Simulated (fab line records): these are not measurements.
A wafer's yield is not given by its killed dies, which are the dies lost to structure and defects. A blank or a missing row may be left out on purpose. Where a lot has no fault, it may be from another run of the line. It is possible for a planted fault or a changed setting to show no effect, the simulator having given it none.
What tool caused it? :: flow gf180mcu :: 24 lots with 72 wafers sampled at 5 steps, on a route of 602 steps

## WHAT EACH GAUGE READ, for each wafer
GF_V3_THK_MEAS_25: measures by xrf. Usual: V3_W_THK typically reads 334 nm, with standard deviation 4.3.
lot: L074
measured: day 22 12:44
on: film metro-04
V3_W_THK (nm): 336 338 335
flag: 

lot: L075
measured: day 22 20:16
on: film metro-01
V3_W_THK (nm): 339 333 336
flag: 

lot: L076
measured: day 23 03:41
on: film metro-01
V3_W_THK (nm): 334 336 335
flag: 

lot: L078
measured: day 24 01:15
on: film metro-03
V3_W_THK (nm): 338 337 340
flag: 

lot: L077
measured: day 24 02:04
on: film metro-04
V3_W_THK (nm): 327 325 337
flag: 

lot: L079
measured: day 24 13:29
on: film metro-01
V3_W_THK (nm): 340 337 342
flag: 

lot: L080
measured: day 24 22:22
on: film metro-01
V3_W_THK (nm): 324 333 330
flag: 

lot: L081
measured: day 25 05:20
on: film metro-04
V3_W_THK (nm): 331 332 326
flag: 

lot: L082
measured: day 25 08:49
on: film metro-04
V3_W_THK (nm): 329 336 331
flag: 

lot: L083
measured: day 25 19:55
on: film metro-04
V3_W_THK (nm): 331 332 332
flag: 

lot: L084
measured: day 26 06:01
on: film metro-04
V3_W_THK (nm): 328 322 325
flag: 

lot: L085
measured: day 26 13:48
on: film metro-03
V3_W_THK (nm): 335 337 333
flag: 

lot: L086
measured: day 26 19:11
on: film metro-04
V3_W_THK (nm): 329 326 331
flag: 

lot: L087
measured: day 26 23:39
on: film metro-01
V3_W_THK (nm): 339 343 340
flag: 

lot: L088
measured: day 27 08:33
on: film metro-01
V3_W_THK (nm): 339 333 333
flag: 

lot: L089
measured: day 27 17:53
on: film metro-04
V3_W_THK (nm): 335 334 341
flag: 

lot: L090
measured: day 27 21:46
on: film metro-03
V3_W_THK (nm): 332 336 339
flag: 

lot: L091
measured: day 28 02:38
on: film metro-04
V3_W_THK (nm): 332 334 334
flag: 

lot: L092
measured: day 28 09:39
on: film metro-03
V3_W_THK (nm): 335 336 339
flag: 

lot: L093
measured: day 28 20:20
on: film metro-01
V3_W_THK (nm): 328 330 328
flag: 

lot: L094
measured: day 29 01:27
on: film metro-04
V3_W_THK (nm): 338 340 333
flag: 

lot: L095
measured: day 29 07:13
on: film metro-01
V3_W_THK (nm): 335 336 334
flag: 

lot: L096
measured: day 29 12:25
on: film metro-04
V3_W_THK (nm): 333 335 326
flag: 

lot: L097
measured: day 29 18:49
on: film metro-04
V3_W_THK (nm): 338 336 332
flag: 

GF_V4_OVL_MEAS_15. Usual: V4_OVL typically reads -2 nm, with standard deviation 4.6.
lot: L074
measured: day 24 11:31
on: overlay-02
V4_OVL (nm): -4 -7 -8
flag: 

lot: L075
measured: day 24 18:34
on: overlay-01
V4_OVL (nm): -7 -11 -4
flag: 

lot: L076
measured: day 25 02:08
on: overlay-02
V4_OVL (nm): -6 -14 -3
flag: 

lot: L078
measured: day 25 22:19
on: overlay-02
V4_OVL (nm): 3 3 -3
flag: 

lot: L077
measured: day 25 23:53
on: overlay-02
V4_OVL (nm): 1 -1 -3
flag: 

lot: L079
measured: day 26 09:56
on: overlay-01
V4_OVL (nm): 8 3 -3
flag: 

lot: L080
measured: day 26 18:04
on: overlay-01
V4_OVL (nm): -4 -7 -3
flag: 

lot: L081
measured: day 27 01:33
on: overlay-01
V4_OVL (nm): 4 -5 -2
flag: 

lot: L082
measured: day 27 04:22
on: overlay-01
V4_OVL (nm): -6 -7 -5
flag: 

lot: L083
measured: day 27 15:37
on: overlay-02
V4_OVL (nm): 5 6 -1
flag: 

lot: L084
measured: day 28 00:12
on: overlay-01
V4_OVL (nm): 6 -2 -5
flag: 

lot: L085
measured: day 28 07:07
on: overlay-02
V4_OVL (nm): 0 -3 1
flag: 

lot: L086
measured: day 28 12:40
on: overlay-02
V4_OVL (nm): -3 -8 -8
flag: 

lot: L087
measured: day 28 17:28
on: overlay-02
V4_OVL (nm): -1 2 3
flag: 

lot: L088
measured: day 29 02:24
on: overlay-01
V4_OVL (nm): -11 -3 -3
flag: 

lot: L089
measured: day 29 10:22
on: overlay-01
V4_OVL (nm): -4 1 -4
flag: 

lot: L090
measured: day 29 15:37
on: overlay-02
V4_OVL (nm): -6 -5 -12
flag: 

lot: L091
measured: day 29 19:26
on: overlay-01
V4_OVL (nm): 0 1 2
flag: 

lot: L092
measured: day 30 02:02
on: overlay-01
V4_OVL (nm): 3 3 -3
flag: 

lot: L093
measured: day 30 11:32
on: overlay-02
V4_OVL (nm): -1 -4 -2
flag: 

lot: L094
measured: day 30 17:00
on: overlay-01
V4_OVL (nm): 0 2 -2
flag: 

lot: L095
measured: day 30 22:16
on: overlay-02
V4_OVL (nm): -8 -6 -14
flag: 

lot: L096
measured: day 31 03:13
on: overlay-01
V4_OVL (nm): -1 -5 -4
flag: 

lot: L097
measured: day 31 09:00
on: overlay-02
V4_OVL (nm): 6 5 -2
flag: 

## WHICH TOOL RAN EACH LOT (tool, then ch and the chambers of the sampled wafers, then the start)
lot: L074
GF_V3_ETCH_16: rie diel-03 ch 0,2,3, day 22 11:37
GF_M4_SPUTTER_01: pvd sputter-04, day 22 13:12
GF_M4_SPUTTER_04: pvd sputter-04, day 22 13:17

lot: L075
GF_V3_ETCH_16: rie diel-03 ch 0,3, day 22 19:09
GF_M4_SPUTTER_01: pvd sputter-01, day 22 20:44
GF_M4_SPUTTER_04: pvd sputter-01, day 22 20:49

lot: L076
GF_V3_ETCH_16: rie diel-03 ch 0,3, day 23 02:37
GF_M4_SPUTTER_01: pvd sputter-01, day 23 04:09
GF_M4_SPUTTER_04: pvd sputter-01, day 23 04:14

lot: L078
GF_V3_ETCH_16: rie diel-04 ch 2,3, day 24 00:15
GF_M4_SPUTTER_01: pvd sputter-01, day 24 01:43
GF_M4_SPUTTER_04: pvd sputter-01, day 24 01:47

lot: L077
GF_V3_ETCH_16: rie diel-01 ch 0,2,3, day 24 01:04
GF_M4_SPUTTER_01: pvd sputter-03, day 24 02:32
GF_M4_SPUTTER_04: pvd sputter-03, day 24 02:37

lot: L079
GF_V3_ETCH_16: rie diel-04 ch 0,1,3, day 24 12:30
GF_M4_SPUTTER_01: pvd sputter-04, day 24 13:57
GF_M4_SPUTTER_04: pvd sputter-04, day 24 14:02

lot: L080
GF_V3_ETCH_16: rie diel-03 ch 0,1,3, day 24 21:21
GF_M4_SPUTTER_01: pvd sputter-04, day 24 22:48
GF_M4_SPUTTER_04: pvd sputter-04, day 24 22:53

lot: L081
GF_V3_ETCH_16: rie diel-01 ch 0,2,3, day 25 04:19
GF_M4_SPUTTER_01: pvd sputter-03, day 25 05:47
GF_M4_SPUTTER_04: pvd sputter-03, day 25 05:53

lot: L082
GF_V3_ETCH_16: rie diel-01 ch 1,2, day 25 07:48
GF_M4_SPUTTER_01: pvd sputter-04, day 25 09:15
GF_M4_SPUTTER_04: pvd sputter-04, day 25 09:20

lot: L083
GF_V3_ETCH_16: rie diel-01 ch 2,3, day 25 18:54
GF_M4_SPUTTER_01: pvd sputter-04, day 25 20:22
GF_M4_SPUTTER_04: pvd sputter-04, day 25 20:26

lot: L084
GF_V3_ETCH_16: rie diel-03 ch 0,1,2, day 26 04:58
GF_M4_SPUTTER_01: pvd sputter-03, day 26 06:28
GF_M4_SPUTTER_04: pvd sputter-03, day 26 06:32

lot: L085
GF_V3_ETCH_16: rie diel-03 ch 0,1,3, day 26 12:48
GF_M4_SPUTTER_01: pvd sputter-03, day 26 14:16
GF_M4_SPUTTER_04: pvd sputter-03, day 26 14:20

lot: L086
GF_V3_ETCH_16: rie diel-04 ch 0,2,3, day 26 18:09
GF_M4_SPUTTER_01: pvd sputter-04, day 26 19:38
GF_M4_SPUTTER_04: pvd sputter-04, day 26 19:43

lot: L087
GF_V3_ETCH_16: rie diel-04 ch 0,1,2, day 26 22:39
GF_M4_SPUTTER_01: pvd sputter-03, day 27 00:07
GF_M4_SPUTTER_04: pvd sputter-03, day 27 00:11

lot: L088
GF_V3_ETCH_16: rie diel-03 ch 1,2,3, day 27 07:33
GF_M4_SPUTTER_01: pvd sputter-03, day 27 09:01
GF_M4_SPUTTER_04: pvd sputter-03, day 27 09:05

lot: L089
GF_V3_ETCH_16: rie diel-04 ch 0,1,2, day 27 16:52
GF_M4_SPUTTER_01: pvd sputter-04, day 27 18:20
GF_M4_SPUTTER_04: pvd sputter-04, day 27 18:25

lot: L090
GF_V3_ETCH_16: rie diel-03 ch 2,3, day 27 20:46
GF_M4_SPUTTER_01: pvd sputter-04, day 27 22:13
GF_M4_SPUTTER_04: pvd sputter-04, day 27 22:17

lot: L091
GF_V3_ETCH_16: rie diel-01 ch 0,1,2, day 28 01:34
GF_M4_SPUTTER_01: pvd sputter-03, day 28 03:05
GF_M4_SPUTTER_04: pvd sputter-03, day 28 03:10

lot: L092
GF_V3_ETCH_16: rie diel-01 ch 0,1,3, day 28 08:39
GF_M4_SPUTTER_01: pvd sputter-04, day 28 10:07
GF_M4_SPUTTER_04: pvd sputter-04, day 28 10:11

lot: L093
GF_V3_ETCH_16: rie diel-03 ch 1,2,3, day 28 19:21
GF_M4_SPUTTER_01: pvd sputter-01, day 28 20:48
GF_M4_SPUTTER_04: pvd sputter-01, day 28 20:53

lot: L094
GF_V3_ETCH_16: rie diel-03 ch 0,2, day 29 00:27
GF_M4_SPUTTER_01: pvd sputter-01, day 29 01:55
GF_M4_SPUTTER_04: pvd sputter-01, day 29 01:59

lot: L095
GF_V3_ETCH_16: rie diel-04 ch 0,1,2, day 29 06:12
GF_M4_SPUTTER_01: pvd sputter-04, day 29 07:40
GF_M4_SPUTTER_04: pvd sputter-04, day 29 07:44

lot: L096
GF_V3_ETCH_16: rie diel-04 ch 0,2,3, day 29 11:24
GF_M4_SPUTTER_01: pvd sputter-03, day 29 12:53
GF_M4_SPUTTER_04: pvd sputter-03, day 29 12:58

lot: L097
GF_V3_ETCH_16: rie diel-04 ch 0,2,3, day 29 17:42
GF_M4_SPUTTER_01: pvd sputter-04, day 29 19:17
GF_M4_SPUTTER_04: pvd sputter-04, day 29 19:22
- GF_V3_ETCH_16: etches BARC in N2/H2.
- GF_M4_SPUTTER_01: material TiN, target thk 30 nm, time 25 s.
- GF_M4_SPUTTER_04: material TiN, target thk 50 nm, time 40.29 s.

## WHAT THE TOOLS THEMSELVES READ (means of the sampled wafers that have a number; where no wafer has one, the mark that the record gives instead)
GF_V3_ETCH_16. Usual: chamber pressure mTorr 30.006 mTorr, standard deviation 0.027; drypump motor current A 5.8 A, standard deviation 0.34; h2 flow sccm 200.1 sccm, standard deviation 0.58; oes product au 0.856 a.u., standard deviation 0.0048; throttle valve pct 13.225 %, standard deviation 0.0097.
lot: L074
tool: rie diel-03
chamber pressure mTorr (mTorr): 29.990
drypump motor current A (A): 6.0
h2 flow sccm (sccm): 199.9
oes product au (a.u.): 0.853
throttle valve pct (%): 13.222
flag: 

lot: L075
tool: rie diel-03
chamber pressure mTorr (mTorr): 30.010
drypump motor current A (A): 5.8
h2 flow sccm (sccm): 200.7
oes product au (a.u.): 0.859
throttle valve pct (%): 13.236
flag: 

lot: L076
tool: rie diel-03
chamber pressure mTorr (mTorr): 30.025
drypump motor current A (A): 5.9
h2 flow sccm (sccm): 200.9
oes product au (a.u.): 0.855
throttle valve pct (%): 13.231
flag: 

lot: L078
tool: rie diel-04
chamber pressure mTorr (mTorr): 30.035
drypump motor current A (A): 5.8
h2 flow sccm (sccm): 200.6
oes product au (a.u.): 0.852
throttle valve pct (%): 13.224
flag: 

lot: L077
tool: rie diel-01
chamber pressure mTorr (mTorr): 30.005
drypump motor current A (A): 5.8
h2 flow sccm (sccm): 200.0
oes product au (a.u.): 0.856
throttle valve pct (%): 13.226
flag: 

lot: L079
tool: rie diel-04
chamber pressure mTorr (mTorr): 30.012
drypump motor current A (A): 5.5
h2 flow sccm (sccm): 200.1
oes product au (a.u.): 0.851
throttle valve pct (%): 13.228
flag: 

lot: L080
tool: rie diel-03
chamber pressure mTorr (mTorr): 29.998
drypump motor current A (A): 5.8
h2 flow sccm (sccm): 199.7
oes product au (a.u.): 0.860
throttle valve pct (%): 13.227
flag: 

lot: L081
tool: rie diel-01
chamber pressure mTorr (mTorr): 29.989
drypump motor current A (A): 5.8
h2 flow sccm (sccm): 199.9
oes product au (a.u.): 0.853
throttle valve pct (%): 13.227
flag: 

lot: L082
tool: rie diel-01
chamber pressure mTorr (mTorr): 29.979
drypump motor current A (A): 5.7
h2 flow sccm (sccm): 200.2
oes product au (a.u.): 0.856
throttle valve pct (%): 13.225
flag: 

lot: L083
tool: rie diel-01
chamber pressure mTorr (mTorr): 30.020
drypump motor current A (A): 5.8
h2 flow sccm (sccm): 199.7
oes product au (a.u.): 0.848
throttle valve pct (%): 13.230
flag: 

lot: L084
tool: rie diel-03
chamber pressure mTorr (mTorr): 30.002
drypump motor current A (A): 6.1
h2 flow sccm (sccm): 200.3
oes product au (a.u.): 0.860
throttle valve pct (%): 13.222
flag: 

lot: L085
tool: rie diel-03
chamber pressure mTorr (mTorr): 30.008
drypump motor current A (A): 5.8
h2 flow sccm (sccm): 199.8
oes product au (a.u.): 0.854
throttle valve pct (%): 13.221
flag: 

lot: L086
tool: rie diel-04
chamber pressure mTorr (mTorr): 30.038
drypump motor current A (A): 5.6
h2 flow sccm (sccm): 200.1
oes product au (a.u.): 0.853
throttle valve pct (%): 13.224
flag: 

lot: L087
tool: rie diel-04
chamber pressure mTorr (mTorr): 30.040
drypump motor current A (A): 5.6
h2 flow sccm (sccm): 200.6
oes product au (a.u.): 0.855
throttle valve pct (%): 13.224
flag: 

lot: L088
tool: rie diel-03
chamber pressure mTorr (mTorr): 30.013
drypump motor current A (A): 5.9
h2 flow sccm (sccm): 199.8
oes product au (a.u.): 0.860
throttle valve pct (%): 13.222
flag: 

lot: L089
tool: rie diel-04
chamber pressure mTorr (mTorr): 29.999
drypump motor current A (A): 5.6
h2 flow sccm (sccm): 199.5
oes product au (a.u.): 0.861
throttle valve pct (%): 13.230
flag: 

lot: L090
tool: rie diel-03
chamber pressure mTorr (mTorr): 29.985
drypump motor current A (A): 6.1
h2 flow sccm (sccm): 200.0
oes product au (a.u.): 0.857
throttle valve pct (%): 13.222
flag: 

lot: L091
tool: rie diel-01
chamber pressure mTorr (mTorr): 30.027
drypump motor current A (A): 5.7
h2 flow sccm (sccm): 199.9
oes product au (a.u.): 0.856
throttle valve pct (%): 13.231
flag: 

lot: L092
tool: rie diel-01
chamber pressure mTorr (mTorr): 29.995
drypump motor current A (A): 5.6
h2 flow sccm (sccm): 199.6
oes product au (a.u.): 0.853
throttle valve pct (%): 13.226
flag: 

lot: L093
tool: rie diel-03
chamber pressure mTorr (mTorr): 30.002
drypump motor current A (A): 5.9
h2 flow sccm (sccm): 200.2
oes product au (a.u.): 0.850
throttle valve pct (%): 13.228
flag: 

lot: L094
tool: rie diel-03
chamber pressure mTorr (mTorr): 29.992
drypump motor current A (A): 6.3
h2 flow sccm (sccm): 200.0
oes product au (a.u.): 0.856
throttle valve pct (%): 13.213
flag: 

lot: L095
tool: rie diel-04
chamber pressure mTorr (mTorr): 30.006
drypump motor current A (A): 5.6
h2 flow sccm (sccm): 200.1
oes product au (a.u.): 0.854
throttle valve pct (%): 13.223
flag: 

lot: L096
tool: rie diel-04
chamber pressure mTorr (mTorr): 30.015
drypump motor current A (A): 5.6
h2 flow sccm (sccm): 200.4
oes product au (a.u.): 0.860
throttle valve pct (%): 13.236
flag: 

lot: L097
tool: rie diel-04
chamber pressure mTorr (mTorr): 29.998
drypump motor current A (A): 5.6
h2 flow sccm (sccm): 200.6
oes product au (a.u.): 0.855
throttle valve pct (%): 13.223
flag: 

GF_M4_SPUTTER_01. Usual: cathode dc power W 6500.1 W, standard deviation 1.2; throttle valve pct 29.7 %, standard deviation 1.2.
lot: L074
tool: pvd sputter-04
cathode dc power W (W): 6500.2
throttle valve pct (%): 29.2
flag: 

lot: L075
tool: pvd sputter-01
cathode dc power W (W): 6500.4
throttle valve pct (%): 29.4
flag: 

lot: L076
tool: pvd sputter-01
cathode dc power W (W): 6500.1
throttle valve pct (%): 29.3
flag: 

lot: L078
tool: pvd sputter-01
cathode dc power W (W): 6499.8
throttle valve pct (%): 29.5
flag: 

lot: L077
tool: pvd sputter-03
cathode dc power W (W): 6500.5
throttle valve pct (%): 30.1
flag: 

lot: L079
tool: pvd sputter-04
cathode dc power W (W): 6500.2
throttle valve pct (%): 30.4
flag: 

lot: L080
tool: pvd sputter-04
cathode dc power W (W): 6500.5
throttle valve pct (%): 30.8
flag: 

lot: L081
tool: pvd sputter-03
cathode dc power W (W): 6499.7
throttle valve pct (%): 29.9
flag: 

lot: L082
tool: pvd sputter-04
cathode dc power W (W): 6499.3
throttle valve pct (%): 30.2
flag: 

lot: L083
tool: pvd sputter-04
cathode dc power W (W): 6501.3
throttle valve pct (%): 30.2
flag: 

lot: L084
tool: pvd sputter-03
cathode dc power W (W): 6501.7
throttle valve pct (%): 29.3
flag: 

lot: L085
tool: pvd sputter-03
cathode dc power W (W): 6499.2
throttle valve pct (%): 30.0
flag: 

lot: L086
tool: pvd sputter-04
cathode dc power W (W): 6500.1
throttle valve pct (%): 30.2
flag: 

lot: L087
tool: pvd sputter-03
cathode dc power W (W): 6501.1
throttle valve pct (%): 30.6
flag: 

lot: L088
tool: pvd sputter-03
cathode dc power W (W): 6499.2
throttle valve pct (%): 30.1
flag: 

lot: L089
tool: pvd sputter-04
cathode dc power W (W): 6500.4
throttle valve pct (%): 29.2
flag: 

lot: L090
tool: pvd sputter-04
cathode dc power W (W): 6499.4
throttle valve pct (%): 29.0
flag: 

lot: L091
tool: pvd sputter-03
cathode dc power W (W): 6500.2
throttle valve pct (%): 29.9
flag: 

lot: L092
tool: pvd sputter-04
cathode dc power W (W): 6500.0
throttle valve pct (%): 28.3
flag: 

lot: L093
tool: pvd sputter-01
cathode dc power W (W): 6499.6
throttle valve pct (%): 29.4
flag: 

lot: L094
tool: pvd sputter-01
cathode dc power W (W): 6500.4
throttle valve pct (%): 29.2
flag: 

lot: L095
tool: pvd sputter-04
cathode dc power W (W): 6499.9
throttle valve pct (%): 30.3
flag: 

lot: L096
tool: pvd sputter-03
cathode dc power W (W): 6499.2
throttle valve pct (%): 29.9
flag: 

lot: L097
tool: pvd sputter-04
cathode dc power W (W): 6499.9
throttle valve pct (%): 30.2
flag: 

GF_M4_SPUTTER_04. Usual: cathode dc power W 6499.9 W, standard deviation 1.1; throttle valve pct 29.7 %, standard deviation 1.2.
lot: L074
tool: pvd sputter-04
cathode dc power W (W): 6500.2
throttle valve pct (%): 29.2
flag: 

lot: L075
tool: pvd sputter-01
cathode dc power W (W): 6499.5
throttle valve pct (%): 29.5
flag: 

lot: L076
tool: pvd sputter-01
cathode dc power W (W): 6500.4
throttle valve pct (%): 29.1
flag: 

lot: L078
tool: pvd sputter-01
cathode dc power W (W): 6499.2
throttle valve pct (%): 29.4
flag: 

lot: L077
tool: pvd sputter-03
cathode dc power W (W): 6499.9
throttle valve pct (%): 30.1
flag: 

lot: L079
tool: pvd sputter-04
cathode dc power W (W): 6500.1
throttle valve pct (%): 30.3
flag: 

lot: L080
tool: pvd sputter-04
cathode dc power W (W): 6499.2
throttle valve pct (%): 30.7
flag: 

lot: L081
tool: pvd sputter-03
cathode dc power W (W): 6499.6
throttle valve pct (%): 29.8
flag: 

lot: L082
tool: pvd sputter-04
cathode dc power W (W): 6500.5
throttle valve pct (%): 30.2
flag: 

lot: L083
tool: pvd sputter-04
cathode dc power W (W): 6499.5
throttle valve pct (%): 30.2
flag: 

lot: L084
tool: pvd sputter-03
cathode dc power W (W): 6500.8
throttle valve pct (%): 29.4
flag: 

lot: L085
tool: pvd sputter-03
cathode dc power W (W): 6499.7
throttle valve pct (%): 29.8
flag: 

lot: L086
tool: pvd sputter-04
cathode dc power W (W): 6501.0
throttle valve pct (%): 30.3
flag: 

lot: L087
tool: pvd sputter-03
cathode dc power W (W): 6500.1
throttle valve pct (%): 30.5
flag: 

lot: L088
tool: pvd sputter-03
cathode dc power W (W): 6500.3
throttle valve pct (%): 29.9
flag: 

lot: L089
tool: pvd sputter-04
cathode dc power W (W): 6500.1
throttle valve pct (%): 29.1
flag: 

lot: L090
tool: pvd sputter-04
cathode dc power W (W): 6499.4
throttle valve pct (%): 29.2
flag: 

lot: L091
tool: pvd sputter-03
cathode dc power W (W): 6499.8
throttle valve pct (%): 29.9
flag: 

lot: L092
tool: pvd sputter-04
cathode dc power W (W): 6500.6
throttle valve pct (%): 28.3
flag: 

lot: L093
tool: pvd sputter-01
cathode dc power W (W): 6500.2
throttle valve pct (%): 29.4
flag: 

lot: L094
tool: pvd sputter-01
cathode dc power W (W): 6500.6
throttle valve pct (%): 29.1
flag: 

lot: L095
tool: pvd sputter-04
cathode dc power W (W): 6499.9
throttle valve pct (%): 30.3
flag: 

lot: L096
tool: pvd sputter-03
cathode dc power W (W): 6500.3
throttle valve pct (%): 29.9
flag: 

lot: L097
tool: pvd sputter-04
cathode dc power W (W): 6499.5
throttle valve pct (%): 30.3
flag: 

## THE ANSWER, worked out from the rows above alone
Rule: a lot counts as off when the mean over its wafers that have a number is more than 3 standard deviations away from the usual mean. A lot without any number at a reading at which 4 lots or more have one is off too. All remaining lots with rows at the step are treated as sound. First the gauges in route order, then the tools' own readings, where a lot's mean is used as printed above. At the first step where some lot is off, the reading lying furthest off is the one used; lots without a number count as furthest.
No lot is off on any of the readings shown, so nothing can be concluded from this.

## WHAT THE SIMULATOR HAD INSERTED
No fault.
